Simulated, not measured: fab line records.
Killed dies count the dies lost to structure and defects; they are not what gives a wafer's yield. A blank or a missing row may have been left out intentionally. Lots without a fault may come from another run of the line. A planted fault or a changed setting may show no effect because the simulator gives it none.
A lot that was struck, set against a sound lot | flow sky130 | 16 out of 708 route steps
Sound: wafers L670.2, L670.3, L670.4. Struck: wafers L679.2, L679.3, L679.6. The cause is named last.
Each step with rows lists, per side, the tool, then ch with its chambers, then its first start. Under that, the readings that differ: sound wafers | struck wafers | difference of the means | sigmas: that difference in standard deviations of wafers without a fault.
alike: readings whose means differ by less than 2 such deviations, and words and numbers that are the same on both sides. not compared: withheld readings, readings that some wafer has no value for, bounds like >300 that may hide the same value, and numbers for which the record gives no deviation and whose values overlap.
The two part at a step that has a row with sigmas, a row that says differs or no value, or rows on one side only. Numbers that don't overlap but have no deviation are shown without sigmas and don't part them. A reading that every wafer of one side lacks parts them only if that side has two wafers or more.

SKY_GATE_OXIDE_TW_MEAS_14:
  struck on film_metro-01, day 17 12:57; sound on film_metro-04, day 14 07:25
  alike: GATE_OXIDE_TW
then, 3 steps without rows for these wafers: SKY_GATE_OXIDE_CLEAN_15 (cleans in SC1/SC2, time 150 s); SKY_GATE_OXIDE_OXIDATION_16 (stabilise 600 s, purge 300 s, target thk 3.57 nm); SKY_POLY_GATE_CVD_00 (deposits poly-Si, target thk 180 nm, time 720 s).
SKY_POLY_GATE_THK_MEAS_01:
  struck on film_metro-02, day 17 17:12; sound on film_metro-01, day 14 10:40
  alike: POLY_GATE_CVD_00_THK
then, 7 steps without rows for these wafers: SKY_RES_PROTECT_DEHYDRATE_00 (time 60 s); SKY_RES_PROTECT_HMDS_01 (prime time 60 s); SKY_RES_PROTECT_COAT_02 (resist thk 1140 nm); SKY_RES_PROTECT_SOFTBAKE_03 (time 60 s); SKY_RES_PROTECT_EXPOSE_04 (exposes mask RPM, target cd 1270 nm); SKY_RES_PROTECT_PEB_05; SKY_RES_PROTECT_DEVELOP_06 (develop time 60 s).
SKY_POLY_GATE_IMPLANT_02:
  sound on implanter-03 ch 0, day 15 13:21; struck on implanter-03 ch 0, day 18 23:14
  reading       | sound                       | struck                        | difference | sigmas
  dose_ions_cm2 | 7.699e+15 7.699e+15 7.7e+15 | 8.564e+15 8.561e+15 8.563e+15 | +8.633e+14 | +99 or more
  alike: faraday_current_uA
SKY_RES_PROTECT_STRIP_07: strips in O2/N2.
  sound on plasma_asher-03 ch 0,1, day 15 13:29; struck on plasma_asher-02 ch 0,1, day 18 23:22
  reading                      | sound             | struck            | difference | sigmas
  oes_product_au (a.u.)        | 0.524 0.523 0.521 | 0.512 0.512 0.516 | -0.009     | -2
  strip_time_to_endpoint_s (s) | 23.35 23.37 23.37 | 23.74 23.73 23.75 | +0.38      | +8
  alike: drypump_motor_current_A
  not compared: rf_hours_counter_h
SKY_RES_PROTECT_TW_MEAS_08:
  struck on film_metro-04, day 18 23:28; sound on film_metro-04, day 15 13:35
  alike: POLY_GATE_TW
-- record jumps: 29 days separate the struck wafers' starts on either side; left off in module RES_PROTECT, taken up again in module PAD_OPEN, whose first shown step is the route's number 708 --
SKY_PAD_OPEN_PROBE_99:
  struck on prober-02, day 48 09:26; sound on prober-01, day 46 02:08
  reading                          | sound             | struck            | difference | sigmas
  model.etest.res_poly.line_ohm_um | 519.7 516.5 525.8 | 481 460.6 495.6   | -42        |
  model.etest.licon_poly.rc_ohm    | 150 157 151.7     | 132.3 137.5 137.5 | -17.1      |
  model.etest.res_poly.rs_ohm_sq   | 48.17 48.42 47.35 | 44.23 44.12 43.77 | -3.94      |
  alike: killed_at_M0_to_M3, killed_at_M4_up, killed_at_contacts, killed_at_front_end, killed_at_other, killed_dies, killed_open, killed_short

WHERE THEY PART
Earliest at SKY_POLY_GATE_IMPLANT_02; latest, in this record, at SKY_RES_PROTECT_STRIP_07. Later steps at which nothing parts them and some readings are alike: SKY_RES_PROTECT_TW_MEAS_08, SKY_PAD_OPEN_PROBE_99.

WHY: what had been put in by the simulator
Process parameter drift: implanter-03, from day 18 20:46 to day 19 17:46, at SKY_POLY_GATE_IMPLANT_02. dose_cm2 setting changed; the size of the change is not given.
